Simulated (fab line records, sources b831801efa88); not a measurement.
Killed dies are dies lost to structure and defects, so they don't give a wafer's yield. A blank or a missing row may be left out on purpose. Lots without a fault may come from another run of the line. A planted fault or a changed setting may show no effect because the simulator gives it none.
fab line records | flow sky130
record lots=6 wafers=18 last_day=51
route steps=708 shown VT_ADJUST_HVTR@140 VT_ADJUST_PCH@143 SONOS_TUNNEL@154 SONOS_ONO@168 PAD_OPEN@708
lots that met no fault: from a run of the same line without faults
start_h: hours from the record's first day to the start of the lot's first wafer shown | wait_h: hours since the lot's step before | " the same as in the row above | L1.1+2: a row that stands for several wafers | - no value, or no start given | * or withheld: withheld | < > ~ a bound
route shown NAME@n: a module of which the file shows steps, and the number in the route of the first | usual: mean/standard deviation of fault-free wafers | same: alike in all rows | chamber/n: place in a boat | sites: the reading at each site | _std_site: their standard deviation | _edge_site: outer sites' mean less inner sites' | radius_mm: how far each site lies from the wafer's centre | mask NAME#n: copy n | behind: the tool/chamber that last shaped the wafer | hold: why the lot was held/for how many hours/how that ended | device: the transistor (n, p or np) that didn't switch | end of line: the same wafers' tests at the end of the route | a step without rows: its recipe alone | killed: dies lost to structure and defects at the first sort, not the wafer's yield | map: a wafer's dies, x killed, . not, _ none there
set.NAME: the setting as run; set.NAME@STEP: as run at that earlier step | model.NAME: the simulator's own value behind a step, which no gauge read
lots at some steps of the route; a table a step, a row a wafer
services: from which hour (start_h, from the record's first day; less than 0 if before it) a tool's chamber was out of use, for how many hours, and why
## steps
# step SKY_VT_ADJUST_HVTR_IMPLANT_09
# recipe species=B energy_kev=10 dose_cm2=2.1e+12 tilt_deg=withheld
# step SKY_VT_ADJUST_HVTR_STRIP_10
# recipe chemistry=O2/N2 power_w=1400 pressure_mtorr=1500 platen_temp_c=withheld o2_flow_sccm=3000 n2_flow_sccm=300 overash_fraction=0.5
# usual chamber_pressure_mTorr=1500.0/1.4 drypump_motor_current_A=5.5/0.56 oes_product_au=0.716/0.0045 strip_time_to_endpoint_s=14.18/0.037
# columns lot.wafer tool chamber start_h wait_h chamber_pressure_mTorr drypump_motor_current_A oes_product_au rf_hours_counter_h strip_time_to_endpoint_s
L614.1 plasma_asher-01 1 261.18 0.1 1497.9 4.8 0.710 46 14.19
L614.4 " 0 " " 1499.8 5.7 0.720 - 14.16
L614.5 " 1 " " 1499.7 4.8 0.715 - 14.14
L617.3 plasma_asher-03 0 284.59 0.1 1500.2 6.3 0.717 - 14.19
L617.4 " 1 " " 1499.5 5.8 0.720 - 14.16
L617.6 " 0 " " 1501.0 6.3 0.714 - 14.13
L618.3 plasma_asher-04 1 296.52 0.1 1498.4 4.9 0.714 - 14.13
L618.4 " 0 " " 1499.7 5.2 0.718 - 14.19
L618.5 " 0 " " 1500.2 5.2 0.713 - 14.15
L623.2 plasma_asher-04 0 355.58 0.1 1500.5 5.2 0.717 66 14.24
L623.3 " 0 " " 1499.2 5.2 0.722 - 14.22
L623.5 " 0 " " 1499.0 5.2 0.720 - 14.28
L626.1 plasma_asher-04 0 368.16 0.1 1498.0 5.2 0.713 68 14.19
L626.3 " 1 " " 1500.5 4.8 0.721 - 14.19
L626.5 " 0 " " 1501.0 5.2 0.717 - 14.16
L629.1 plasma_asher-04 1 383.13 0.1 1501.7 4.9 0.717 69 14.16
L629.3 " 1 " " 1499.6 4.8 0.722 - 14.17
L629.6 " 1 " " 1501.2 4.9 0.722 - 14.13
# step SKY_VT_ADJUST_HVTR_TW_MEAS_11
# usual VT_ADJUST_HVTR_TW=211.5/1.5
# columns lot.wafer tool chamber start_h wait_h VT_ADJUST_HVTR_TW
L614.1 film_metro-04 - 261.28 0.1 211.8
L614.4 " - " " 212.4
L614.5 " - " " 214.0
L617.3 film_metro-03 - 284.68 0.1 213.3
L617.4 " - " " 212.1
L617.6 " - " " 212.7
L618.3 film_metro-04 - 296.60 0.1 211.3
L618.4 " - " " 211.9
L618.5 " - " " 212.4
L623.2 film_metro-04 - 355.69 0.1 211.3
L623.3 " - " " 210.9
L623.5 " - " " 211.2
L626.1 film_metro-02 - 368.26 0.1 210.3
L626.3 " - " " 209.0
L626.5 " - " " 210.0
L629.1 film_metro-03 - 383.23 0.1 211.2
L629.3 " - " " 213.4
L629.6 " - " " 212.0
# step SKY_VT_ADJUST_PCH_DEHYDRATE_00
# recipe temp_c=200 time_s=60
# step SKY_VT_ADJUST_PCH_HMDS_01
# recipe prime_time_s=60 prime_temp_c=120
# step SKY_VT_ADJUST_PCH_COAT_02
# recipe spin_rpm=2000 resist_thk_nm=3000
# step SKY_VT_ADJUST_PCH_SOFTBAKE_03
# recipe temp_c=110 time_s=withheld
# step SKY_VT_ADJUST_PCH_EXPOSE_04
# recipe mask_id=NWM na=0.6 source_shape=conventional sigma_outer=0.6 polarization=unpolarized target_cd_nm=840 dose_mj=255
# step SKY_VT_ADJUST_PCH_PEB_05
# recipe temp_c=115 time_s=withheld
# step SKY_VT_ADJUST_PCH_DEVELOP_06
# recipe wall_angle_deg=90 developer=TMAH develop_time_s=60 dev_temp_c=23
# step SKY_VT_ADJUST_PCH_OVL_MEAS_07
# usual VT_ADJUST_PCH_OVL=-1.1/1.5
# columns lot.wafer tool chamber start_h wait_h VT_ADJUST_PCH_OVL[nm]
L614.1 overlay-02 - 286.53 - -1.8
L614.4 " - " " -3.2
L614.5 " - " " -1.2
L617.3 overlay-02 - 310.10 - -2.1
L617.4 " - " " -2.5
L617.6 " - " " -2.0
L618.3 overlay-02 - 322.94 - 0.1
L618.4 " - " " 0.2
L618.5 " - " " -1.7
L623.2 overlay-02 - 384.29 - 0.6
L623.3 " - " " -0.3
L623.5 " - " " 0.7
L626.1 overlay-01 - 397.63 - -1.9
L626.3 " - " " -1.5
L626.5 " - " " -3.6
L629.1 overlay-02 - 413.17 - -2.0
L629.3 " - " " -1.7
L629.6 " - " " -0.8
# step SKY_VT_ADJUST_PCH_IMPLANT_08
# recipe species=B energy_kev=10 dose_cm2=5e+11 tilt_deg=withheld
# step SKY_VT_ADJUST_PCH_STRIP_09
# recipe chemistry=O2/N2 power_w=1400 pressure_mtorr=1500 platen_temp_c=withheld o2_flow_sccm=3000 n2_flow_sccm=300 overash_fraction=0.5
# usual chamber_pressure_mTorr=1500.2/1.3 drypump_motor_current_A=5.5/0.52 oes_product_au=0.723/0.0047 strip_time_to_endpoint_s=36.92/0.099
# columns lot.wafer tool chamber start_h wait_h chamber_pressure_mTorr drypump_motor_current_A oes_product_au rf_hours_counter_h strip_time_to_endpoint_s
L614.1 plasma_asher-02 0 286.71 0.1 1500.3 5.1 0.719 16 36.89
L614.4 " 0 " " 1502.1 5.1 0.730 - 37.07
L614.5 " 1 " " 1501.2 5.6 0.714 - 37.07
L617.3 plasma_asher-04 1 310.30 0.1 1499.9 4.9 0.723 - 37.06
L617.4 " 0 " " 1501.4 5.2 0.719 - 37.00
L617.6 " 1 " " 1498.7 4.9 0.729 - 37.11
L618.3 plasma_asher-04 0 323.15 0.1 1499.3 5.2 0.718 - 37.01
L618.4 " 1 " " 1502.3 4.9 0.715 - 37.04
L618.5 " 1 " " 1497.2 4.9 0.717 - 36.99
L623.2 plasma_asher-03 1 384.47 0.1 1499.7 5.8 0.723 67 36.95
L623.3 " 1 " " 1500.6 5.8 0.728 - 36.87
L623.5 " 1 " " 1499.8 5.8 0.718 - 36.91
L626.1 plasma_asher-03 0 397.82 0.1 1501.2 6.3 0.722 69 36.94
L626.3 " 1 " " 1502.3 5.8 0.728 - 37.04
L626.5 " 1 " " 1500.2 5.8 0.729 - 37.03
L629.1 plasma_asher-04 0 413.36 0.1 1500.0 5.2 0.720 73 36.86
L629.3 " 1 " " 1499.5 4.9 0.723 - 36.84
L629.6 " 1 " " 1498.9 4.9 0.725 - 36.96
# step SKY_VT_ADJUST_PCH_TW_MEAS_10
# usual VT_ADJUST_PCH_TW=142.3/0.87
# columns lot.wafer tool chamber start_h wait_h VT_ADJUST_PCH_TW
L614.1 film_metro-01 - 286.81 0.1 142.4
L614.4 " - " " 142.6
L614.5 " - " " 141.5
L617.3 film_metro-02 - 310.39 0.1 141.3
L617.4 " - " " 141.0
L617.6 " - " " 140.5
L618.3 film_metro-01 - 323.23 0.1 143.1
L618.4 " - " " 142.0
L618.5 " - " " 141.5
L623.2 film_metro-04 - 384.58 0.1 142.9
L623.3 " - " " 143.4
L623.5 " - " " 142.8
L626.1 film_metro-04 - 397.92 0.1 143.0
L626.3 " - " " 142.2
L626.5 " - " " 143.0
L629.1 film_metro-01 - 413.46 0.1 142.2
L629.3 " - " " 142.1
L629.6 " - " " 141.9
# step SKY_SONOS_TUNNEL_DEHYDRATE_00
# recipe temp_c=200 time_s=60
# step SKY_SONOS_TUNNEL_HMDS_01
# recipe prime_time_s=60 prime_temp_c=120
# step SKY_SONOS_TUNNEL_COAT_02
# recipe resist=NOVOLAK spin_rpm=3000 resist_thk_nm=1140
# step SKY_SONOS_TUNNEL_SOFTBAKE_03
# recipe temp_c=90 time_s=60 resist=NOVOLAK
# step SKY_SONOS_TUNNEL_EXPOSE_04
# recipe mask_id=TUNM na=0.6 source_shape=conventional sigma_outer=0.6 polarization=unpolarized target_cd_nm=410 dose_mj=136
# step SKY_SONOS_TUNNEL_PEB_05
# recipe temp_c=withheld time_s=* resist=NOVOLAK
# step SKY_SONOS_TUNNEL_DEVELOP_06
# recipe resist=NOVOLAK developer=TMAH develop_time_s=60 dev_temp_c=23
# step SKY_SONOS_TUNNEL_CD_MEAS_07
# recipe target_cd_nm=410
# usual cd_nm=410.3/2.1
# columns lot.wafer tool chamber start_h wait_h cd_nm
L614.1 cd_sem-01 - 312.67 0.2 407.6
L614.4 " - " " 406.2
L614.5 " - " " 408.2
L617.3 cd_sem-02 - 337.58 0.1 412.2
L617.4 " - " " 411.6
L617.6 " - " " 411.3
L618.3 cd_sem-02 - 350.32 0.1 408.7
L618.4 " - " " 409.1
L618.5 " - " " 408.2
L623.2 cd_sem-01 - 413.95 0.1 406.9
L623.3 " - " " 406.2
L623.5 " - " " 406.8
L626.1 cd_sem-02 - 427.43 0.1 411.2
L626.3 " - " " 411.6
L626.5 " - " " 412.2
L629.1 cd_sem-02 - 443.80 0.1 406.7
L629.3 " - " " 407.4
L629.6 " - " " 407.7
# step SKY_SONOS_TUNNEL_OVL_MEAS_08
# usual SONOS_TUNNEL_OVL=1.1/1.4
# columns lot.wafer tool chamber start_h wait_h SONOS_TUNNEL_OVL[nm]
L614.1 overlay-01 - 312.79 0.1 1.9
L614.4 " - " " -0.8
L614.5 " - " " 0.4
L617.3 overlay-02 - 337.67 0.1 0.1
L617.4 " - " " -0.1
L617.6 " - " " 2.1
L618.3 overlay-02 - 350.42 0.1 2.6
L618.4 " - " " 1.3
L618.5 " - " " 2.1
L623.2 overlay-02 - 414.06 0.1 0.8
L623.3 " - " " 1.8
L623.5 " - " " 1.0
L626.1 overlay-02 - 427.55 0.1 -0.8
L626.3 " - " " 0.5
L626.5 " - " " 0.5
L629.1 overlay-01 - 443.92 0.1 3.2
L629.3 " - " " 3.1
L629.6 " - " " 4.2
# step SKY_SONOS_TUNNEL_IMPLANT_09
# recipe species=B energy_kev=20 dose_cm2=1e+12 tilt_deg=withheld
# step SKY_SONOS_TUNNEL_WET_ETCH_10
# recipe chemistry=dHF target_depth_nm=14 target=SiO2 dilution=100:1 temp_c=25 time_s=280
# step SKY_SONOS_TUNNEL_STRIP_11
# recipe chemistry=SPM time_s=600 temp_c=130
# step SKY_SONOS_TUNNEL_TW_MEAS_12
# usual SONOS_TUNNEL_TW=197.5/1.2
# columns lot.wafer tool chamber start_h wait_h SONOS_TUNNEL_TW
L614.1 film_metro-03 - 313.27 0.0 198.7
L614.4 " - " " 198.5
L614.5 " - " " 199.0
L617.3 film_metro-03 - 338.12 0.0 196.9
L617.4 " - " " 198.7
L617.6 " - " " 197.5
L618.3 film_metro-04 - 350.87 0.0 197.5
L618.4 " - " " 197.3
L618.5 " - " " 198.1
L623.2 film_metro-01 - 414.51 0.0 196.8
L623.3 " - " " 197.5
L623.5 " - " " 195.9
L626.1 film_metro-01 - 428.01 0.0 195.4
L626.3 " - " " 196.0
L626.5 " - " " 195.8
L629.1 film_metro-01 - 444.39 0.0 198.0
L629.3 " - " " 197.5
L629.6 " - " " 197.7
# step SKY_SONOS_TUNNEL_CLEAN_13
# recipe chemistry=dHF time_s=20 dilution=100:1 dry=ipa_marangoni
# step SKY_SONOS_ONO_OXIDATION_00
# recipe temp_c=800 ambient=O2 idle_temp_c=700 ramp_up_c_per_min=10 ramp_down_c_per_min=3 stabilise_s=600 purge_s=300 target_thk_a=26 ox_time_s=1249
# step SKY_SONOS_ONO_THK_MEAS_01
# recipe reads=SiO2_of_SONOS_ONO_OXIDATION_00
# usual SONOS_ONO_OXIDATION_THK=2.60/0.069
# columns lot.wafer tool chamber start_h wait_h SONOS_ONO_OXIDATION_THK[nm]
L614.1 film_metro-01 - 315.52 0.0 2.55
L614.4 " - " " 2.43
L614.5 " - " " 2.47
L617.3 film_metro-03 - 340.88 0.0 2.63
L617.4 " - " " 2.56
L617.6 " - " " 2.61
L618.3 film_metro-03 - 353.92 0.0 2.59
L618.4 " - " " 2.62
L618.5 " - " " 2.61
L623.2 film_metro-01 - 416.58 0.0 2.62
L623.3 " - " " 2.70
L623.5 " - " " 2.71
L626.1 film_metro-01 - 429.43 0.0 2.69
L626.3 " - " " 2.64
L626.5 " - " " 2.70
L629.1 film_metro-02 - 450.84 0.0 2.74
L629.3 " - " " 2.70
L629.6 " - " " 2.69
# step SKY_SONOS_ONO_CVD_02
# recipe material=Si3N4 precursor=DCS/NH3 target_thk_nm=10.5 temp_c=770 time_s=180 pressure_mtorr=250
# step SKY_SONOS_ONO_THK_MEAS_03
# recipe reads=Si3N4_of_SONOS_ONO_CVD_02
# usual SONOS_ONO_CVD_02_THK=10.41/0.12
# columns lot.wafer tool chamber start_h wait_h SONOS_ONO_CVD_02_THK[nm]
L614.1 film_metro-02 - 318.08 0.0 10.38
L614.4 " - " " 10.47
L614.5 " - " " 10.39
L617.3 film_metro-03 - 341.99 0.0 10.13
L617.4 " - " " 10.14
L617.6 " - " " 10.29
L618.3 film_metro-01 - 356.52 0.0 10.54
L618.4 " - " " 10.63
L618.5 " - " " 10.46
L623.2 film_metro-03 - 417.69 0.0 10.45
L623.3 " - " " 10.40
L623.5 " - " " 10.42
L626.1 film_metro-02 - 430.73 0.0 10.24
L626.3 " - " " 10.27
L626.5 " - " " 10.22
L629.1 film_metro-03 - 451.95 0.0 10.64
L629.3 " - " " 10.73
L629.6 " - " " 10.71
# step SKY_SONOS_ONO_CVD_04
# recipe material=SiO2 precursor=SiH4/N2O target_thk_nm=5.7199 temp_c=900 pressure_mtorr=400
# step SKY_SONOS_ONO_THK_MEAS_05
# recipe reads=SiO2_of_SONOS_ONO_CVD_04
# usual SONOS_ONO_CVD_04_THK=5.68/0.11
# columns lot.wafer tool chamber start_h wait_h SONOS_ONO_CVD_04_THK[nm]
L614.1 film_metro-02 - 319.39 0.0 5.72
L614.4 " - " " 5.77
L614.5 " - " " 5.64
L617.3 film_metro-01 - 343.30 0.0 5.54
L617.4 " - " " 5.59
L617.6 " - " " 5.56
L618.3 film_metro-02 - 357.83 0.0 5.61
L618.4 " - " " 5.55
L618.5 " - " " 5.68
L623.2 film_metro-03 - 419.00 0.0 5.44
L623.3 " - " " 5.61
L623.5 " - " " 5.69
L626.1 film_metro-02 - 432.04 0.0 5.71
L626.3 " - " " 5.65
L626.5 " - " " 5.73
L629.1 film_metro-01 - 453.88 0.0 5.54
L629.3 " - " " 5.53
L629.6 " - " " 5.50
# step SKY_SONOS_ONO_DEHYDRATE_06
# recipe temp_c=200 time_s=60
# step SKY_SONOS_ONO_HMDS_07
# recipe prime_time_s=60 prime_temp_c=120
# step SKY_SONOS_ONO_COAT_08
# recipe resist=NOVOLAK spin_rpm=3000 resist_thk_nm=1140
# step SKY_SONOS_ONO_SOFTBAKE_09
# recipe temp_c=90 time_s=60 resist=NOVOLAK
# step SKY_SONOS_ONO_EXPOSE_10
# recipe mask_id=ONOM target_cd_nm=410 na=0.6 source_shape=conventional sigma_outer=0.6 dose_mj=150
# step SKY_SONOS_ONO_PEB_11
# recipe temp_c=withheld time_s=* resist=NOVOLAK
# step SKY_SONOS_ONO_DEVELOP_12
# recipe develop_time_s=60 dev_temp_c=23
# step SKY_SONOS_ONO_CD_MEAS_13
# recipe target_cd_nm=410
# usual cd_nm=410.4/2.4
# columns lot.wafer tool chamber start_h wait_h cd_nm
L614.1 cd_sem-01 - 345.53 0.1 409.2
L614.4 " - " " 408.9
L614.5 " - " " 410.9
L617.3 cd_sem-02 - 371.07 0.1 409.8
L617.4 " - " " 408.9
L617.6 " - " " 409.3
L618.3 cd_sem-02 - 385.79 0.1 412.9
L618.4 " - " " 413.0
L618.5 " - " " 414.6
L623.2 cd_sem-01 - 448.92 0.1 404.4
L623.3 " - " " 405.3
L623.5 " - " " 404.4
L626.1 cd_sem-02 - 462.63 0.1 411.7
L626.3 " - " " 411.0
L626.5 " - " " 410.6
L629.1 cd_sem-02 - 483.55 0.1 408.3
L629.3 " - " " 405.1
L629.6 " - " " 409.1
# step SKY_PAD_OPEN_PROBE_99
# usual killed_at_M0_to_M3=44/7.4 killed_at_M4_up=3.1/1.8 killed_at_contacts=25/6 killed_at_front_end=15/4.4 killed_at_other=0.3/0.49 killed_dies=88/10 killed_open=48/7.4 killed_short=39/6.3
# same gross_dies=492 killed_at_back_side=0
# columns lot.wafer tool chamber start_h wait_h killed_at_M0_to_M3 killed_at_M4_up killed_at_contacts killed_at_front_end killed_at_other killed_dies killed_open killed_short
L617.3 prober-02 - 1152.71 0.2 39 6 26 44 0 115 42 38
L617.6 prober-02 - 1152.86 0.2 41 6 27 59 0 133 48 43
L618.3 prober-02 - 1156.31 0.2 61 6 23 21 0 111 63 45
L618.4 prober-02 - 1156.36 0.2 48 6 22 58 0 134 47 46
L618.5 prober-02 - 1156.41 0.2 44 5 24 62 0 135 46 43
L626.1 prober-02 - 1207.81 0.1 42 4 19 16 0 81 46 35
L626.3 prober-02 - 1207.91 0.2 48 5 15 15 1 84 49 35
L626.5 prober-02 - 1208.01 0.2 37 2 28 15 0 82 54 28
# killed by level:class
L617.3 VT_ADJUST_PCH:unspecified=35 CONTACT:geometric_particle:open=9 LI_CONTACT:geometric_particle:open=7 VIA2:geometric_particle:open=7 METAL2:geometric_particle:short=6 FIELD_ISO:geometric_particle:short=5 LI_CONTACT:geometric_particle:short=5 METAL1:geometric_particle:short=5
L617.6 VT_ADJUST_PCH:unspecified=42 VIA1:geometric_particle:open=9 VIA3:geometric_particle:open=8 CONTACT:geometric_particle:open=8 LI_CONTACT:geometric_particle:open=7 LI_CONTACT:geometric_particle:short=6 FIELD_ISO:geometric_particle:open=5 VIA1:geometric_particle:short=5
L618.3 VIA1:geometric_particle:open=11 VIA3:geometric_particle:open=10 CONTACT:geometric_particle:open=10 METAL1:geometric_particle:short=10 VIA2:geometric_particle:open=9 POLY_GATE:geometric_particle:open=8 METAL2:geometric_particle:short=7 LI_CONTACT:geometric_particle:open=5
L618.4 VT_ADJUST_PCH:unspecified=41 VIA1:geometric_particle:open=12 VIA2:geometric_particle:open=10 CONTACT:geometric_particle:open=8 METAL2:geometric_particle:short=8 POLY_GATE:geometric_particle:short=6 LI_CONTACT:geometric_particle:open=6 CONTACT:geometric_particle:short=5
L618.5 VT_ADJUST_PCH:unspecified=46 METAL2:geometric_particle:short=9 CONTACT:geometric_particle:open=9 LI_CONTACT:geometric_particle:open=7 METAL1:geometric_particle:short=7 VIA1:geometric_particle:open=7 VIA2:geometric_particle:open=6 FIELD_ISO:geometric_particle:short=4
L626.1 VIA1:geometric_particle:open=13 CONTACT:geometric_particle:open=8 VIA2:geometric_particle:short=6 VIA2:geometric_particle:open=5 VIA3:geometric_particle:short=5 POLY_GATE:geometric_particle:open=4 POLY_GATE:geometric_particle:short=4 METAL2:geometric_particle:short=4
L626.3 VIA1:geometric_particle:open=12 VIA3:geometric_particle:open=11 VIA1:geometric_particle:short=6 FIELD_ISO:geometric_particle:short=5 LI_CONTACT:geometric_particle:open=5 VIA2:geometric_particle:open=5 CONTACT:geometric_particle:open=4 METAL1:geometric_particle:short=4
L626.5 CONTACT:geometric_particle:open=11 FIELD_ISO:geometric_particle:open=8 VIA3:geometric_particle:open=8 VIA2:geometric_particle:open=6 LOCAL_INTERCONNECT:geometric_particle:short=5 METAL1:geometric_particle:short=5 VIA1:geometric_particle:open=5 VIA1:geometric_particle:short=5
# map L617.6 (x killed, . not)
__________....x....x_________
________.......xxx..x._______
______............x....._____
_____..x....xx...x.......____
____.xx....x...x..x...x...___
___......x....x.......xx...__
__.....x........xx..x.xx...._
_........x..........xx.xxx...
_.xx.....xx........xxxxxxxx..
_.x....x.......x.x.xxxxxxxx..
_x.x..xx.xx.x..xx..xxxxxxxxx.
_.......x....x..xx.xxxxxxx...
_xx.x.....x.....x.xx.xx.xx...
_x..x......xx.x.....x.xx....x
_.x..x....x...x........x.....
__........x................._
___..........x....x........__
____.x.....x.x.....x..x...___
_____.x.x..xx......x.....____
______..x...........xx.._____
________x....x...x...x_______
__________......x.x._________
# map L618.5 (x killed, . not)
__________...xx..xx._________
________........xx.x.x_______
______.xx.x....xxxx.xx.._____
_____.........x...x......____
____.........x...xx.......___
___..x...............x...x.__
__........x..........xx....x_
_x...xx..x.x...x.xxxxxxxx....
_....x.....x....x.xxxxxxxxx..
_...x.x.........x.xxxxxxxxx..
_xx..x.........x.xxxxxxxxxx..
_.x..xxx...x........xx.x.xx.x
_......x......x.xx...x.xxxxx.
_...x...x..........xx..x.xxxx
_.....................x.x.x..
__.............x.....x......_
___..........x.............__
____...xx..x...xxx......x.___
_____.xxx...........x....____
______x...xx...x........_____
________..xx.........._______
__________....x....._________
## services
# columns tool chamber start_h hours kind
plasma_asher-04 - 255.43 2.8 repair
plasma_asher-03 - 285.02 1.4 repair
plasma_asher-04 - 311.42 5.7 repair
plasma_asher-02 - 318.74 1.2 repair
plasma_asher-01 - 340.67 2.8 pm
plasma_asher-01 - 370.09 15.9 pm
plasma_asher-02 - 395.60 0.8 repair
plasma_asher-01 - 397.68 13.3 repair
## key
first_sign step=SKY_PAD_OPEN_PROBE_99 reading=killed_at_front_end direction=up sigmas=9.1 usual=15 struck=56
effect step=SKY_PAD_OPEN_PROBE_99 reading=killed_dies direction=up sigmas=4.1 usual=88 struck=129
met_at SKY_VT_ADJUST_PCH_STRIP_09
struck_wafers L617.3,L617.6,L618.4,L618.5
tester_left_out L617,L618
fault kind=chamber_particle_source tool=plasma_asher-04 chamber=1 onset_h=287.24 steps=SKY_VT_ADJUST_PCH_STRIP_09 rate_per_visit_cm2=0.38971 end_h=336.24
# tester_left_out: of these lots the tester's yield and bins aren't shown, on N5 and GAA mostly nor the transistor test; their killed dies are dies lost to structure and defects alone, not to doping, threshold or leakage, so they don't give the yield
